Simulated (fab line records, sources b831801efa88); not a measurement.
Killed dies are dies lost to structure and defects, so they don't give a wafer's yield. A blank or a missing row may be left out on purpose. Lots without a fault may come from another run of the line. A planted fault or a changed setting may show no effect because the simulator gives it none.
Problem report in the 8D (eight disciplines) form, filled by code | flow gf180mcu | the parts of the form that need people (team, actions taken, sign-off) are left out

1. THE PROBLEM
M2_ALCU_RS at GF_M2_RS_MEAS_05 reads a mean of 0.0361 ohm/sq on 4 wafers of 2 lots; wafers without a fault read 0.0695 ohm/sq with a standard deviation of 0.00092. That is -36 standard deviations from the usual mean.
The step: measures by four-point-probe.
First seen on wafer L538.1, day 24 18:14, on film_metro-03. The record holds 33 wafers of 11 lots with a number at this step. Rule for "out", or "out of limits": more than 4 standard deviations from the usual mean. The other wafers with a number count as sound.

2. WHAT IT IS AND WHAT IT IS NOT
question                    | is                             | is not
which readings at this step | M2_ALCU_RS                     | -
which lots                  | L537, L538                     | L520, L521, L524, L525, L527, L531, L532, L533, L536
which wafers of those lots  | L537.1, L537.6, L538.1, L538.6 | L537.2, L538.2
read on which gauges        | film_metro-02, film_metro-03   | film_metro-04
when                        | from day 24 18:14              | up to then (28 sound wafers); but 1 sound wafer of L537 came after

3. SUSPECTS, AND WHAT RULES EACH OUT
Counting: a tool at a process step up to the reading stays a suspect if it ran every lot that is out. Sound lots after the first of them don't rule it out here, since some wafers of a struck lot are sound.
- the gauge at GF_M2_RS_MEAS_05: ruled out. The wafers that are out were read on 2 gauges (film_metro-02, film_metro-03).
- pvd_sputter-04 at GF_M2_SPUTTER_02 (material AlCu, target thk 450 nm, time 23.9 s): kept. It ran every lot that is out, first L538 (day 24 18:09); its last sound lot up to then is L536 (day 24 13:23).
Left after counting: pvd_sputter-04 at GF_M2_SPUTTER_02.

4. THE CAUSE (what the simulator had put in)
Process parameter drift: pvd_sputter-04, from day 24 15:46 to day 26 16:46, at GF_M2_SPUTTER_02. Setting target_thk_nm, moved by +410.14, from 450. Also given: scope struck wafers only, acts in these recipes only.
Counting left only this tool.

5. THE CHAIN OF EFFECTS, in route order
Each row: a reading whose mean over the struck wafers that have a number lies more than 3 standard deviations from the usual. Only readings for which the record gives a usual standard deviation are gone through. hours: the time from each lot's start at the first step in this table that gives one to its start at this step, as a median over the lots. sigmas: the change in usual standard deviations.
hours | step                    | reading              | usual         | on struck wafers | change  | sigmas
0     | GF_M2_RS_MEAS_05        | M2_ALCU_RS           | 0.0695 ohm/sq | 0.0361           | -0.0334 | -36
0     | GF_M2_THK_MEAS_06       | M2_ALCU_THK          | 448 nm        | 859              | +411    | +59
221   | GF_PASSIVATION_PROBE_99 | defect_limited_yield | 90.1 %        | 0.0              | -90.1   | -64
221   | GF_PASSIVATION_PROBE_99 | killed_at_M0_to_M3   | 21            | 462              | +441    | +92
221   | GF_PASSIVATION_PROBE_99 | killed_dies          | 49            | 492              | +443    | +62
221   | GF_PASSIVATION_PROBE_99 | killed_on_rim        | 9             | 96               | +87     | +28
221   | GF_PASSIVATION_PROBE_99 | sort_bin_3_pad_short | 0.5 %         | 89.4             | +88.9   | +99 or more
221   | GF_PASSIVATION_PROBE_99 | sort_n_pass          | 443           | 0                | -443    | -62
221   | GF_PASSIVATION_PROBE_99 | sort_yield_pct       | 90.1 %        | 0.0              | -90.1   | -64
The process steps in it:
- GF_PASSIVATION_PROBE_99
Later measuring or inspecting steps at which every struck wafer that the step has a row for has a number for every such reading, and none has moved that far: GF_M2_OVL_MEAS_15.

6. WHAT WOULD HAVE CAUGHT IT SOONER
In this record the first reading out of limits at a measuring or inspecting step was taken at day 24 18:14, 2 hours after the fault began at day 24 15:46.
Of the tool readings at GF_M2_SPUTTER_02 for which the record gives a usual standard deviation, none was out on any struck wafer, so an alarm limit of 4 standard deviations on them would not have fired.
Of the lots that are out (2), L537 began GF_M2_SPUTTER_02 on pvd_sputter-04 after day 24 18:14. A hold on the tool at that time would have spared it.
